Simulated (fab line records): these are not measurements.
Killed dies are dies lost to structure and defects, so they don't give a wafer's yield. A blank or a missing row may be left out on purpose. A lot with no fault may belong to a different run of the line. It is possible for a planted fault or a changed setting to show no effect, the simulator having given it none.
Commonality check across tools    flow sky130    Lots sampled 11, wafers sampled 33

== THE REASON FOR OPENING IT ==
SKY_NWELL_RS_MEAS_29, reading NWELL_RS: flagged on 2 of 11 lots. No-fault wafers: 624.9 ohm/sq, standard deviation 1.7.
Rule: flag the lot when none of its wafers has a number, or when each of its wafers that has one lies beyond 4 standard deviations from that mean. The rest of the lots are taken to be sound.

lot   measured      on             NWELL_RS (ohm/sq), wafer by wafer  flag
L534  day 5 07:44   film_metro-01  625.3 622.5 622.3                  
L535  day 5 11:49   film_metro-04  624.3 627.3 626.8                  
L538  day 6 07:56   film_metro-04  625.8 624.0 626.5                  
L539  day 6 11:19   film_metro-04  624.8 626.3 623.8                  
L543  day 7 11:12   film_metro-04  624.9 626.0 626.9                  
L547  day 8 17:23   film_metro-04  627.0 626.8 626.4                  
L548  day 8 22:36   film_metro-03  627.0 626.0 625.9                  
L549  day 9 01:40   film_metro-04  643.9 645.7 643.9                  FLAGGED
L550  day 9 08:23   film_metro-03  643.7 643.8 646.1                  FLAGGED
L556  day 10 23:23  film_metro-04  625.4 625.2 628.4                  
L557  day 11 07:10  film_metro-01  625.6 626.2 626.6                  
The numbers of the flagged lots are 644.5 ohm/sq on average: +19.6 ohm/sq against the usual, or +12 standard deviations.

== LOT BY LOT: THE TOOL USED ==
The record holds 1 process step before the reading, out of a route of 708 steps. Each cell gives the tool, then ch followed by the chambers the sampled wafers passed through, then the start.
lot   flag     SKY_NWELL_IMPLANT_11
L534           implanter-04 ch 0, day 4 13:31
L535           implanter-03 ch 0, day 4 17:43
L538           implanter-03 ch 0, day 5 13:16
L539           implanter-04 ch 0, day 5 15:34
L543           implanter-02 ch 0, day 6 15:05
L547           implanter-02 ch 0, day 7 19:30
L548           implanter-04 ch 0, day 8 00:36
L549  FLAGGED  implanter-02 ch 0, day 8 03:37
L550  FLAGGED  implanter-02 ch 0, day 8 10:33
L556           implanter-04 ch 0, day 9 23:22
L557           implanter-04 ch 0, day 10 07:06
These steps, and what they do:
- SKY_NWELL_IMPLANT_11
- SKY_NWELL_RS_MEAS_29: measures by four-point-probe.

== FLAGGED OVER TOTAL, TOOL BY TOOL (the gauges that took the reading come last) ==
step                  tool           lots run  flagged  share of the flagged lots  sound lots run after its first flagged lot
SKY_NWELL_IMPLANT_11  implanter-02   4         2        all                        0
SKY_NWELL_IMPLANT_11  implanter-03   2         0        none                       -
SKY_NWELL_IMPLANT_11  implanter-04   5         0        none                       -
SKY_NWELL_RS_MEAS_29  film_metro-01  2         0        none                       -
SKY_NWELL_RS_MEAS_29  film_metro-03  2         1        some                       0
SKY_NWELL_RS_MEAS_29  film_metro-04  7         1        some                       1 (L556)

== THE TABLE: WHAT IT ALLOWS ==
All flagged lots share 1 row of the table, namely implanter-02 at SKY_NWELL_IMPLANT_11.
- implanter-02 at SKY_NWELL_IMPLANT_11 ran 4 lots, 2 of them flagged. Its last sound lot is L547 (day 7 19:30), its first flagged lot L549 (day 8 03:37): a fault that began between those two fits. Its own readings (dose_ions_cm2) fall more than 4 standard deviations out on all wafers of the flagged lots.
Left over: one tool, implanter-02 at SKY_NWELL_IMPLANT_11.

== WHAT THE SIMULATOR HAD PUT IN ==
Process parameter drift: implanter-02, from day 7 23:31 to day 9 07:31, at SKY_NWELL_IMPLANT_11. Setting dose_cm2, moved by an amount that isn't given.
Struck lots among those shown: L549, L550. Same finding as the rule above.
